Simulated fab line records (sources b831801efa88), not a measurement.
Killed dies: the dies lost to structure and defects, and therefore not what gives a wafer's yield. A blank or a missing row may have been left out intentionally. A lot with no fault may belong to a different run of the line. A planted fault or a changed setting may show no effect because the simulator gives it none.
2 desks, one fault	flow sky130	what lay behind the numbers comes last; until then each desk has only its own

THE METROLOGY DESK
What the gauges read, lot by lot, whatever tool the lot ran on: means of the sampled wafers that have a number. If a lot's mean is further than 4 standard deviations from the usual mean, the lot is out of limits and carries the mark OUT (the distance appears in the brackets).
Columns: A = cd nm at SKY_METAL2_CD_MEAS_15, usual 140.4 nm; B = VIA2_HDPCVD_THK at SKY_VIA2_THK_MEAS_01, usual 1205 nm
lot	first seen here	A	B
L706	day 35 01:08	141.3	1199
L708	day 35 15:15	141.3	1204
L709	day 36 03:19	141.8	1202
L710	day 36 07:12	139.6	1199
L713	day 37 13:34	140.9	1204
L714	day 37 18:07	140.1	1198
L715	day 38 18:30	138.3	1187
L716	day 38 20:39	139.8	1196
L719	day 39 16:33	138.1	1193
L726	day 41 21:45	142.1	1211
L728	day 42 00:58	139.0	1228
L727	day 42 01:40	139.6	1207
This desk's finding: nothing out of limits on any of the 12 lots.

DESK OF THE TOOL OWNER: rie metal-04
The tool's own readings at SKY_METAL3_ETCH_16 (etches BARC in N2/H2, stops on SiO2, time 88.2 s, target depth 60 nm): means of the sampled wafers that have a number, for each lot that ran on this tool. If a lot's mean is further than 4 standard deviations from the usual mean, the lot is out of limits and carries the mark OUT (the distance appears in the brackets).
Columns: A = bias w at SKY_METAL3_ETCH_16, usual 100.0 W; B = drypump motor current A at SKY_METAL3_ETCH_16, usual 6.1 A; C = oes product au at SKY_METAL3_ETCH_16, usual 0.626 a.u.; D = throttle valve pct at SKY_METAL3_ETCH_16, usual 13.204 %
lot	first seen here	A	B	C	D
L709	day 39 11:12	99.9	6.1	0.627	13.203
L710	day 39 13:51	100.0	6.2	0.622	13.209
L713	day 40 22:11	100.0	6.2	0.629	13.201
L715	day 42 00:36	97.3 (-8.5) OUT	6.2	0.630	13.212
L716	day 42 02:28	95.3 (-15) OUT	6.2	0.624	13.206
This desk's verdict: out of limits on L715, L716, starting with L715 at day 42 00:36 (bias w at SKY_METAL3_ETCH_16). Within limits: L709, L710, L713.

TAKEN TOGETHER
The tool owner's desk had the chance to raise an alarm at day 42 00:36 on L715, L716.
The metrology desk saw nothing out of limits.
The metrology desk has L715, L716 on record, within its limits.
On rie metal-04, each named lot ran SKY_METAL3_ETCH_16.

WHAT HAD BEEN PUT IN BY THE SIMULATOR
rie metal-04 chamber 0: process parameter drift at SKY_METAL3_ETCH_16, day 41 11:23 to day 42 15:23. Setting bias w, moved by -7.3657, from 100. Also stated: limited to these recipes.
Struck lots among those shown: L715, L716.
Delay in hours, fault start to first out-of-limits reading, by desk: the tool owner's desk at 13.
